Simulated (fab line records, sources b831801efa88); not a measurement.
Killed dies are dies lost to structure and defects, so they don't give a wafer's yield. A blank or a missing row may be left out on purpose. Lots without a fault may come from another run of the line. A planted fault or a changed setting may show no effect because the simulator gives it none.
Chamber matching | flow sky130 | SKY_CAP2M_CVD_00 on pecvd-03: 3 sister chambers
The step deposits SiO2, target thk 15.5 nm. 6 wafers are shown with their chamber, then 7 later ones without.

WAFERS WITH THEIR CHAMBER
wafer  | chamber | heater_power_w (W)
L079.6 | 0       | 874
L081.1 | 2       | 996
L081.5 | 1       | 895
L081.6 | 0       | 770
L083.1 | 1       | 845
L083.3 | 2       | 997

WAFERS WITHOUT THEIR CHAMBER
wafer  | heater_power_w (W)
L083.5 | 983
L086.1 | 803
L086.3 | 930
L086.4 | 924
L091.2 | 903
L091.4 | 867
L091.5 | 853

WHICH CHAMBER EACH WENT THROUGH
wafer  | from the rows above          | in truth
L083.5 | 2                            | 2
L086.1 | can't be placed: 0 or 1      | 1
L086.3 | can't be placed: 1 or 2 or 0 | 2
L086.4 | can't be placed: 1 or 2 or 0 | 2
L091.2 | can't be placed: 1 or 0 or 2 | 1
L091.4 | can't be placed: 1 or 0      | 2
L091.5 | can't be placed: 1 or 0      | 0
Placed correctly: 1 of 7. Can't be placed from these rows: 6 (the true chamber is among the candidates in 5). Placed wrongly: 0.
How it was worked out, from the rows above alone: a wafer's distance from a chamber is the root of the sum, over the readings, of the square of ((its reading less the chamber's mean) divided by the reading's scatter). The wafer belongs to the nearest chamber; if the next one is less than 2 further off, it can't be placed. A chamber's mean is the mean of its shown wafers. The scatter: the root of (the sum of the squares of (reading less its chamber's mean) over the shown wafers, divided by (wafers less chambers)).
